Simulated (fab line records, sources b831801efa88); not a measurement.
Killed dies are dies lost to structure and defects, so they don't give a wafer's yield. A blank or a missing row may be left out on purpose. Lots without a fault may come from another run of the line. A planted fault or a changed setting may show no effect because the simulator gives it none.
fab line records | flow sky130
record lots=7 wafers=19 last_day=49
route steps=708 shown METAL2@504 VIA2@507 PAD_OPEN@708
lots that met no fault: from a run of the same line without faults
start_h: hours from the record's first day to the start of the lot's first wafer shown | wait_h: hours since the lot's step before | " the same as in the row above | L1.1+2: a row that stands for several wafers | - no value, or no start given | * or withheld: withheld | < > ~ a bound
route shown NAME@n: a module of which the file shows steps, and the number in the route of the first | usual: mean/standard deviation of fault-free wafers | same: alike in all rows | chamber/n: place in a boat | sites: the reading at each site | _std_site: their standard deviation | _edge_site: outer sites' mean less inner sites' | radius_mm: how far each site lies from the wafer's centre | mask NAME#n: copy n | behind: the tool/chamber that last shaped the wafer | hold: why the lot was held/for how many hours/how that ended | device: the transistor (n, p or np) that didn't switch | end of line: the same wafers' tests at the end of the route | a step without rows: its recipe alone | killed: dies lost to structure and defects at the first sort, not the wafer's yield | map: a wafer's dies, x killed, . not, _ none there
set.NAME: the setting as run; set.NAME@STEP: as run at that earlier step | model.NAME: the simulator's own value behind a step, which no gauge read
lots at some steps of the route; a table a step, a row a wafer
services: from which hour (start_h, from the record's first day; less than 0 if before it) a tool's chamber was out of use, for how many hours, and why
## steps
# step SKY_METAL2_STRIP_21
# recipe chemistry=post_etch_residue_remover time_s=1200 temp_c=72.5
# step SKY_METAL2_CLEAN_22
# recipe chemistry=IPA time_s=180 temp_c=25
# step SKY_METAL2_CLEAN_23
# recipe chemistry=O3/DIW dry=n2_spin
# step SKY_VIA2_HDPCVD_00
# recipe material=SiO2 target_thk_nm=1180 sigma_open_frac=0.3 time_s=196.7 temp_c=400 sih4_flow_sccm=60 pressure_mtorr=6
# step SKY_VIA2_THK_MEAS_01
# recipe reads=SiO2_of_VIA2_HDPCVD_00
# usual VIA2_HDPCVD_THK=1183/14
# columns lot.wafer tool chamber start_h wait_h VIA2_HDPCVD_THK[nm]
L658.3 film_metro-01 - 825.62 0.1 1189
L658.4 " - " " 1217
L658.5 " - " " 1211
L669.2 film_metro-03 - 915.07 0.1 1179
L669.3 " - " " 1190
L669.6 " - " " 1165
L670.1 film_metro-01 - 925.06 0.1 1178
L670.3 " - " " 1190
L670.4 " - " " 1173
L672.1 film_metro-03 - 931.70 0.1 1207
L672.3 " - " " 1180
L672.4 " - " " 1211
L673.4 film_metro-03 - 936.74 0.0 1206
L673.6 " - " " 1189
L674.1 film_metro-02 - 947.37 0.1 1178
L674.4 " - " " 1190
L674.6 " - " " 1189
L675.1 film_metro-03 - 961.37 0.1 1195
L675.4 " - " " 1192
# step SKY_VIA2_CMP_02
# recipe material=SiO2 down_force_psi=4 platen_rpm=60 pad_velocity_m_s=0.94248
# usual motor_current_A=12.5/1.5 slurry_filter_dp_kPa=13.52/0.13
# columns lot.wafer tool chamber start_h wait_h motor_current_A slurry_filter_dp_kPa
L658.4 cmp-01 1 825.66 0.0 9.8 13.70
L658.3 " 2 " " 13.2 13.53
L658.5 " 1 " " 8.8 13.45
L669.2 cmp-01 2 915.26 0.2 14.4 13.63
L669.3 " 3 " " 11.8 13.31
L669.6 " 3 " " 11.7 13.61
L670.3 cmp-02 0 925.12 0.0 12.4 13.42
L670.1 " 1 " " 13.6 13.35
L670.4 " 2 " " 12.8 13.37
L672.3 cmp-01 2 931.76 0.0 13.6 13.24
L672.4 " 3 " " 11.1 13.22
L672.1 " 0 " " 14.3 13.51
L673.4 cmp-01 2 936.92 0.2 13.7 13.63
L673.6 " 0 " " 13.6 13.49
L674.1 cmp-02 1 947.43 0.1 13.8 13.53
L674.4 " 3 " " 14.4 13.51
L674.6 " 1 " " 12.9 13.36
L675.1 cmp-02 2 961.53 0.1 12.4 13.50
L675.4 " 3 " " 13.5 13.60
# step SKY_VIA2_BOW_MEAS_03
# recipe mode=bow
# usual VIA2_BOW=86/7.4
# columns lot.wafer tool chamber start_h wait_h VIA2_BOW[um]
L658.3 film_metro-02 - 826.00 0.2 98
L658.4 " - " " 89
L658.5 " - " " 89
L669.2 film_metro-01 - 915.58 0.3 70
L669.3 " - " " 84
L669.6 " - " " 88
L670.1 film_metro-01 - 925.42 0.2 78
L670.3 " - " " 81
L670.4 " - " " 92
L672.1 film_metro-03 - 932.06 0.1 92
L672.3 " - " " 70
L672.4 " - " " 77
L673.4 film_metro-03 - 937.13 0.2 81
L673.6 " - " " 92
L674.1 film_metro-01 - 947.73 0.2 79
L674.4 " - " " 86
L674.6 " - " " 86
L675.1 film_metro-03 - 961.73 0.1 78
L675.4 " - " " 93
# step SKY_VIA2_DEHYDRATE_04
# recipe temp_c=200 time_s=60
# step SKY_VIA2_HMDS_05
# recipe prime_time_s=60 prime_temp_c=120
# step SKY_VIA2_COAT_06
# recipe resist=BARC temp_c=withheld time_s=withheld spin_rpm=3000 resist_thk_nm=60
# step SKY_VIA2_COAT_07
# recipe resist=KrF-thick spin_rpm=3000 resist_thk_nm=450
# step SKY_VIA2_SOFTBAKE_08
# recipe temp_c=100 time_s=90 resist=KrF-thick
# step SKY_VIA2_EXPOSE_09
# recipe mask_id=VIM2 na=0.8 source_shape=annular sigma_inner=0.55 sigma_outer=0.85 target_cd_nm=200 dose_mj=38
# same sigma_outer=0.85
# columns lot.wafer tool chamber start_h wait_h mask
L658.3+4+5 krf_scanner-01 0 840.37 - VIM2#0
L669.2+3+6 krf_scanner-01 0 928.24 - VIM2#0
L670.1+3+4 krf_scanner-01 0 937.80 - VIM2#0
L672.1+3+4 krf_scanner-01 0 944.76 - VIM2#0
L673.4+6 krf_scanner-01 0 949.27 - VIM2#0
L674.1+4+6 krf_scanner-02 0 960.47 - VIM2#0
L675.1+4 krf_scanner-01 0 973.95 - VIM2#0
# step SKY_VIA2_PEB_10
# recipe peb_temp_c=withheld peb_time_s=withheld resist=KrF-thick
# step SKY_VIA2_DEVELOP_11
# recipe develop_time_s=60 resist=KrF-thick dev_temp_c=21
# step SKY_VIA2_CD_MEAS_12
# recipe target_cd_nm=200
# usual cd_nm=200.7/1.5
# columns lot.wafer tool chamber start_h wait_h cd_nm
L658.3 cd_sem-01 - 852.59 - 199.4
L658.4 " - " " 200.4
L658.5 " - " " 199.5
L669.2 cd_sem-02 - 940.75 - 200.7
L669.3 " - " " 200.4
L669.6 " - " " 200.9
L670.1 cd_sem-01 - 949.70 - 200.1
L670.3 " - " " 199.8
L670.4 " - " " 198.5
L672.1 cd_sem-01 - 956.36 - 200.8
L672.3 " - " " 184.8
L672.4 " - " " 183.1
L673.4 cd_sem-02 - 961.56 - 184.7
L673.6 " - " " 201.6
L674.1 cd_sem-01 - 972.51 - 199.6
L674.4 " - " " 199.3
L674.6 " - " " 199.0
L675.1 cd_sem-01 - 985.35 - 200.4
L675.4 " - " " 183.1
# step SKY_VIA2_OVL_MEAS_13
# usual VIA2_OVL=-2/4.2
# columns lot.wafer tool chamber start_h wait_h VIA2_OVL[nm]
L658.3 overlay-02 - 852.68 0.1 -2
L658.4 " - " " -2
L658.5 " - " " -7
L669.2 overlay-02 - 940.86 0.1 -4
L669.3 " - " " -8
L669.6 " - " " -4
L670.1 overlay-02 - 949.82 0.1 -5
L670.3 " - " " -5
L670.4 " - " " -6
L672.1 overlay-01 - 956.48 0.1 4
L672.3 " - " " 7
L672.4 " - " " 4
L673.4 overlay-01 - 961.63 0.1 -4
L673.6 " - " " -5
L674.1 overlay-01 - 972.63 0.1 -1
L674.4 " - " " -1
L674.6 " - " " -3
L675.1 overlay-02 - 985.47 0.1 -8
L675.4 " - " " -11
# step SKY_VIA2_ETCH_14
# recipe chemistry=N2/H2 target=BARC ion_energy_ev=200 source_w=500 bias_w=100 pressure_mtorr=30 n2_flow_sccm=100 h2_flow_sccm=200 stop_on=SiO2 time_s=45.9 target_depth_a=600
# usual drypump_motor_current_A=5.7/0.5 oes_product_au=0.855/0.0044 throttle_valve_pct=13.225/0.0088
# columns lot.wafer tool chamber start_h wait_h drypump_motor_current_A oes_product_au rf_hours_counter_h throttle_valve_pct model.VIA2.cd_nm
L658.3 rie_diel-01 0 852.70 0.0 5.4 0.854 13 13.235 200.3
L658.4 " 2 " " 6.4 0.861 22 13.225 198.4
L658.5 " 3 " " 5.5 0.854 - 13.215 197.5
L669.2 rie_diel-04 3 940.89 0.0 5.8 0.865 9 13.221 201.3
L669.3 " 2 " " 6.6 0.864 9 13.236 201.2
L669.6 " 0 " " 4.8 0.856 - 13.227 201.6
L670.1 rie_diel-02 3 949.85 0.0 5.1 0.845 23 13.220 200.1
L670.3 " 0 " " 5.8 0.856 11 13.236 199.8
L670.4 " 3 " " 5.1 0.848 - 13.223 198.7
L672.1 rie_diel-02 3 956.52 0.0 5.1 0.855 23 13.231 201.1
L672.3 " 2 " " 5.7 0.856 21 13.222 185.6
L672.4 " 2 " " 5.7 0.853 - 13.215 184.1
L673.4 rie_diel-04 2 961.65 0.0 6.6 0.860 9 13.222 184.6
L673.6 " 0 " " 4.8 0.850 - 13.234 201.8
L674.1 rie_diel-04 3 972.67 0.0 5.9 0.858 9 13.227 200.2
L674.4 " 2 " " 6.7 0.857 10 13.219 200.6
L674.6 " 0 " " 4.8 0.853 - 13.225 199.7
L675.1 rie_diel-02 3 985.50 0.0 5.1 0.856 24 13.219 200.4
L675.4 " 3 " " 5.1 0.856 - 13.220 183
# step SKY_VIA2_ETCH_15
# recipe target=SiO2 chemistry=C4F8/O2/Ar target_depth_nm=546 stop_on=TiN mask_material=KrF-thick source_w=1500 bias_w=1200 pressure_mtorr=40 c4f8_flow_sccm=withheld O2_flow_sccm=6 Ar_flow_sccm=300 time_s=84
# usual oes_product_au=0.939/0.0045
# columns lot.wafer tool chamber start_h wait_h oes_product_au rf_hours_counter_h model.VIA2.cd_nm
L658.3 rie_diel-01 0 852.74 0.0 0.934 13 202.7
L658.4 " 2 " " 0.947 22 194.8
L658.5 " 3 " " 0.947 - 193.2
L669.2 rie_diel-04 3 940.93 0.0 0.939 9 196.6
L669.3 " 2 " " 0.933 9 205.8
L669.6 " 0 " " 0.944 - 203.8
L670.1 rie_diel-02 3 949.89 0.0 0.934 23 204.4
L670.3 " 0 " " 0.936 11 199.1
L670.4 " 3 " " 0.948 - 201.4
L672.1 rie_diel-02 3 956.56 0.0 0.938 23 206.6
L672.3 " 2 " " 0.931 21 184.4
L672.4 " 2 " " 0.941 - 184.2
L673.4 rie_diel-04 2 961.69 0.0 0.944 9 188.4
L673.6 " 0 " " 0.938 - 203.4
L674.1 rie_diel-04 3 972.71 0.0 0.942 10 197.4
L674.4 " 2 " " 0.937 10 202.8
L674.6 " 0 " " 0.947 - 200.3
L675.1 rie_diel-02 3 985.54 0.0 0.941 24 202.5
L675.4 " 3 " " 0.945 - 185.2
# step SKY_VIA2_STRIP_16
# recipe chemistry=O2/N2 power_w=1400 pressure_mtorr=1500 platen_temp_c=withheld o2_flow_sccm=3000 n2_flow_sccm=300 overash_fraction=0.5
# usual drypump_motor_current_A=5.7/0.61 oes_product_au=0.398/0.0042 strip_time_to_endpoint_s=4.040/0.028
# columns lot.wafer tool chamber start_h wait_h drypump_motor_current_A oes_product_au rf_hours_counter_h strip_time_to_endpoint_s
L658.3 plasma_asher-02 1 852.84 0.1 5.8 0.394 - 4.017
L658.4 " 0 " " 6.6 0.405 - 4.027
L658.5 " 1 " " 5.8 0.404 - 4.053
L669.2 plasma_asher-03 1 940.99 0.0 6.4 0.398 21 4.042
L669.3 " 1 " " 6.4 0.399 - 4.007
L669.6 " 1 " " 6.4 0.392 - 4.038
L670.1 plasma_asher-02 1 949.96 0.0 5.7 0.398 45 4.016
L670.3 " 0 " " 6.5 0.393 - 3.963
L670.4 " 1 " " 5.7 0.395 - 4.033
L672.1 plasma_asher-03 1 956.62 0.0 6.4 0.396 23 4.087
L672.3 " 0 " " 5.4 0.395 - 4.048
L672.4 " 1 " " 6.4 0.400 - 4.079
L673.4 plasma_asher-03 0 961.79 0.1 5.4 0.402 - 4.039
L673.6 " 0 " " 5.4 0.401 - 4.083
L674.1 plasma_asher-02 0 972.77 0.0 6.5 0.404 47 4.043
L674.4 " 1 " " 5.8 0.396 - 4.028
L674.6 " 0 " " 6.5 0.397 - 4.063
L675.1 plasma_asher-03 0 985.61 0.0 5.4 0.400 26 4.049
L675.4 " 1 " " 6.3 0.403 - 4.083
# step SKY_PAD_OPEN_PROBE_99
# usual defect_limited_yield=82.8/2.1 killed_at_M0_to_M3=43/7.7 killed_at_M4_up=3.1/1.7 killed_at_contacts=23/4.8 killed_at_front_end=15/4.5 killed_at_other=0.3/0.58 killed_dies=85/10 killed_open=46/7.5 killed_short=38/6.5 sort_bin_3_pad_short=0.8/0.38 sort_bin_5_function=10.3/1.7 sort_bin_6_memory=6.1/1.1 sort_n_pass=407/10 sort_yield_pct=82.8/2.1
# same gross_dies=492 killed_at_back_side=0 sort_bin_4_leakage[%]=0 sort_bin_8_speed[%]=0
# columns lot.wafer tool chamber start_h wait_h defect_limited_yield[%] killed_at_M0_to_M3 killed_at_M4_up killed_at_contacts killed_at_front_end killed_at_other killed_dies killed_open killed_short sort_bin_3_pad_short[%] sort_bin_5_function[%] sort_bin_6_memory[%] sort_n_pass sort_yield_pct[%] model.etest.via2_chain.rc_ohm
L658.3 prober-01 - 1078.19 0.2 85.0 42 1 20 11 0 74 48 26 0.2 9.6 5.3 418 85.0 9.784
L658.4 prober-01 - 1078.24 0.2 81.9 56 3 19 11 0 89 61 28 0.4 12.0 5.7 403 81.9 10.68
L658.5 prober-01 - 1078.29 0.2 83.5 35 2 28 15 1 81 47 34 1.6 8.7 6.1 411 83.5 10.76
L669.2 prober-02 - 1152.47 0.1 82.1 48 0 22 17 1 88 53 35 1.0 11.0 5.9 404 82.1 10.28
L669.3 prober-02 - 1152.52 0.2 80.9 40 4 29 21 0 94 54 40 0.6 11.6 6.9 398 80.9 9.574
L669.6 prober-02 - 1152.67 0.2 82.5 42 3 23 17 1 86 51 33 0.2 11.2 6.1 406 82.5 10.09
L670.1 prober-01 - 1157.75 0.1 80.9 54 2 23 15 0 94 47 47 0.2 11.6 7.3 398 80.9 9.423
L670.3 prober-01 - 1157.85 0.2 83.3 40 5 21 16 0 82 42 40 0.4 9.3 6.9 410 83.3 10.04
L670.4 prober-01 - 1157.90 0.2 82.9 48 4 17 15 0 84 50 34 0.8 9.6 6.7 408 82.9 10
L672.1 prober-01 - 1159.63 0.1 81.7 46 1 21 22 0 90 51 39 0.8 8.9 8.5 402 81.7 9.608
L672.3 prober-01 - 1159.73 0.2 82.3 42 8 16 20 1 87 51 35 1.0 10.4 6.3 405 82.3 11.38
L672.4 prober-01 - 1159.78 0.2 85.2 32 3 23 15 0 73 42 30 1.0 8.5 5.3 419 85.2 11.64
L673.4 prober-02 - 1164.19 0.2 80.3 52 6 29 8 2 97 49 46 1.0 11.8 6.9 395 80.3 11.54
L673.6 prober-02 - 1164.29 0.2 79.9 64 4 17 13 1 99 47 52 1.6 10.8 7.7 393 79.9 9.697
L674.1 prober-01 - 1173.68 0.1 81.5 39 6 25 21 0 91 54 37 0.8 12.8 4.9 401 81.5 10.56
L674.4 prober-01 - 1173.83 0.2 83.9 36 2 28 13 0 79 38 41 1.0 8.7 6.3 413 83.9 10.14
L674.6 prober-01 - 1173.93 0.2 83.5 44 3 21 13 0 81 40 41 1.6 8.3 6.5 411 83.5 10.05
L675.1 prober-02 - 1182.95 0.1 81.7 44 4 21 20 1 90 50 40 0 12.6 5.7 402 81.7 -
L675.4 prober-02 - 1183.10 0.2 82.1 46 2 22 17 1 88 47 41 1.0 10.4 6.5 404 82.1 -
# killed by level:class
L658.3 VIA1:geometric_particle:open=12 CONTACT:geometric_particle:open=10 VIA1:geometric_particle:short=5 VIA3:geometric_particle:open=5 FIELD_ISO:geometric_particle:short=4 LI_CONTACT:geometric_particle:open=4 METAL2:geometric_particle:short=4 METAL2:geometric_particle:open=4
L658.4 VIA1:geometric_particle:open=19 LI_CONTACT:geometric_particle:open=9 VIA2:geometric_particle:open=9 CONTACT:geometric_particle:open=6 VIA3:geometric_particle:open=5 POLY_GATE:geometric_particle:open=4 METAL1:geometric_particle:short=4 VIA2:geometric_particle:short=4
L658.5 VIA1:geometric_particle:open=12 CONTACT:geometric_particle:open=11 FIELD_ISO:geometric_particle:open=8 FIELD_ISO:geometric_particle:short=7 LI_CONTACT:geometric_particle:open=6 METAL2:geometric_particle:short=5 CONTACT:geometric_particle:short=5 LOCAL_INTERCONNECT:geometric_particle:short=5
L669.2 VIA1:geometric_particle:open=14 CONTACT:geometric_particle:open=8 VIA3:geometric_particle:open=7 METAL2:geometric_particle:short=6 POLY_GATE:geometric_particle:short=5 CONTACT:geometric_particle:short=5 VIA1:geometric_particle:short=5 VIA2:geometric_particle:open=5
L669.3 LI_CONTACT:geometric_particle:open=11 CONTACT:geometric_particle:open=10 VIA3:geometric_particle:open=7 METAL1:geometric_particle:short=6 POLY_GATE:geometric_particle:short=6 VIA1:geometric_particle:open=6 FIELD_ISO:geometric_particle:open=5 POLY_GATE:geometric_particle:open=5
L669.6 VIA1:geometric_particle:open=12 LI_CONTACT:geometric_particle:open=8 VIA3:geometric_particle:open=8 VIA2:geometric_particle:open=7 POLY_GATE:geometric_particle:open=6 CONTACT:geometric_particle:open=6 LI_CONTACT:geometric_particle:short=4 CONTACT:geometric_particle:short=4
L670.1 VIA1:geometric_particle:open=12 METAL1:geometric_particle:short=8 METAL2:geometric_particle:short=8 LI_CONTACT:geometric_particle:open=5 LOCAL_INTERCONNECT:geometric_particle:short=5 CONTACT:geometric_particle:open=5 METAL3:geometric_particle:short=5 VIA3:geometric_particle:open=5
L670.3 VIA1:geometric_particle:open=12 CONTACT:geometric_particle:open=6 METAL2:geometric_particle:short=6 VIA3:geometric_particle:open=6 LI_CONTACT:geometric_particle:open=5 LOCAL_INTERCONNECT:geometric_particle:short=5 FIELD_ISO:geometric_particle:open=4 POLY_GATE:geometric_particle:short=4
L670.4 VIA1:geometric_particle:open=15 CONTACT:geometric_particle:open=8 POLY_GATE:geometric_particle:open=5 LI_CONTACT:geometric_particle:open=5 METAL3:geometric_particle:short=5 METAL1:geometric_particle:short=5 METAL2:geometric_particle:short=5 FIELD_ISO:geometric_particle:open=4
L672.1 VIA1:geometric_particle:open=18 CONTACT:geometric_particle:open=7 VIA1:geometric_particle:short=7 FIELD_ISO:geometric_particle:open=6 POLY_GATE:geometric_particle:short=6 LI_CONTACT:geometric_particle:open=6 METAL2:geometric_particle:short=5 LOCAL_INTERCONNECT:geometric_particle:short=4
L672.3 VIA2:geometric_particle:open=9 VIA1:geometric_particle:open=8 VIA1:geometric_particle:short=8 LI_CONTACT:geometric_particle:open=8 METAL4:geometric_particle:short=6 FIELD_ISO:geometric_particle:short=5 FIELD_ISO:geometric_particle:open=5 VIA3:geometric_particle:open=5
L672.4 LI_CONTACT:geometric_particle:open=10 CONTACT:geometric_particle:open=7 VIA3:geometric_particle:open=6 VIA1:geometric_particle:open=5 POLY_GATE:geometric_particle:open=4 METAL1:geometric_particle:short=4 VIA1:geometric_particle:short=4 METAL2:geometric_particle:short=4
L673.4 VIA1:geometric_particle:open=13 VIA2:geometric_particle:open=10 LI_CONTACT:geometric_particle:short=7 CONTACT:geometric_particle:open=7 METAL2:geometric_particle:short=7 LOCAL_INTERCONNECT:geometric_particle:short=6 METAL1:geometric_particle:short=6 LI_CONTACT:geometric_particle:open=6
L673.6 VIA1:geometric_particle:open=12 VIA3:geometric_particle:open=9 VIA1:geometric_particle:short=9 VIA2:geometric_particle:open=9 METAL1:geometric_particle:short=7 METAL2:geometric_particle:short=7 CONTACT:geometric_particle:short=5 LI_CONTACT:geometric_particle:short=4
L674.1 VIA1:geometric_particle:open=11 LI_CONTACT:geometric_particle:open=8 FIELD_ISO:geometric_particle:open=7 METAL2:geometric_particle:short=7 CONTACT:geometric_particle:open=6 METAL1:geometric_particle:short=6 LOCAL_INTERCONNECT:geometric_particle:short=5 VIA2:geometric_particle:open=5
L674.4 CONTACT:geometric_particle:short=13 VIA1:geometric_particle:open=9 FIELD_ISO:geometric_particle:open=6 CONTACT:geometric_particle:open=6 LOCAL_INTERCONNECT:geometric_particle:short=4 METAL1:geometric_particle:short=4 VIA1:geometric_particle:short=4 METAL2:geometric_particle:short=4
L674.6 VIA2:geometric_particle:open=9 LOCAL_INTERCONNECT:geometric_particle:short=7 LI_CONTACT:geometric_particle:open=6 METAL1:geometric_particle:short=6 CONTACT:geometric_particle:open=6 VIA3:geometric_particle:open=6 VIA3:geometric_particle:short=5 VIA1:geometric_particle:open=4
L675.1 VIA1:geometric_particle:open=12 CONTACT:geometric_particle:open=7 VIA3:geometric_particle:open=7 VIA2:geometric_particle:open=7 METAL1:geometric_particle:short=6 FIELD_ISO:geometric_particle:open=5 POLY_GATE:geometric_particle:short=5 LI_CONTACT:geometric_particle:open=5
L675.4 CONTACT:geometric_particle:open=9 LI_CONTACT:geometric_particle:open=8 METAL1:geometric_particle:short=7 VIA1:geometric_particle:open=7 VIA1:geometric_particle:short=6 FIELD_ISO:geometric_particle:open=5 VIA2:geometric_particle:open=5 VIA2:geometric_particle:short=5
## services
# columns tool chamber start_h hours kind
rie_diel-02 - 829.29 2.8 pm
krf_scanner-01 - 832.20 8.0 repair
plasma_asher-02 - 837.87 0.9 repair
rie_diel-02 1 848.22 6.2 repair
rie_diel-01 0 859.72 4.0 repair
cmp-02 - 865.27 7.5 pm
rie_diel-04 2 873.86 4.6 repair
krf_scanner-01 - 879.37 1.0 pm
cmp-02 - 880.08 1.1 repair
cmp-02 - 884.18 3.6 pm
cmp-01 - 898.90 2.1 repair
krf_scanner-01 - 899.96 0.8 pm
cmp-02 - 912.00 4.0 pm
rie_diel-04 2 913.41 15.3 repair
rie_diel-02 2 930.95 2.9 repair
rie_diel-04 2 931.10 8.4 repair
rie_diel-02 1 935.19 132.0 repair
plasma_asher-03 - 936.56 0.6 repair
krf_scanner-01 - 946.82 1.3 pm
rie_diel-04 - 961.83 2.8 pm
plasma_asher-03 - 966.15 0.8 repair
rie_diel-04 - 968.13 4.3 pm
rie_diel-02 3 975.59 6.5 repair
cmp-01 - 984.11 5.5 repair
## key
first_sign step=SKY_VIA2_CD_MEAS_12 reading=cd_nm direction=down sigmas=11 usual=200.7 struck=183.9
effect none on later readings
model_effect step=SKY_VIA2_ETCH_14 value=VIA2.cd_nm without=201.3 struck=184.3
model_effect step=SKY_VIA2_ETCH_15 value=VIA2.cd_nm without=202.6 struck=185.6
model_effect step=SKY_PAD_OPEN_PROBE_99 value=etest.via2_chain.rc_ohm without=9.748 struck=11.52
met_at SKY_VIA2_EXPOSE_09
struck_wafers L672.3,L672.4,L673.4,L675.4
onset_between 937.80 944.76
fault kind=process_parameter_drift tool=krf_scanner-01 chamber=- onset_h=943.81 steps=SKY_VIA2_EXPOSE_09 channel=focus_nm offset=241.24 shape=step end_h=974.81 scope=struck_wafers_only
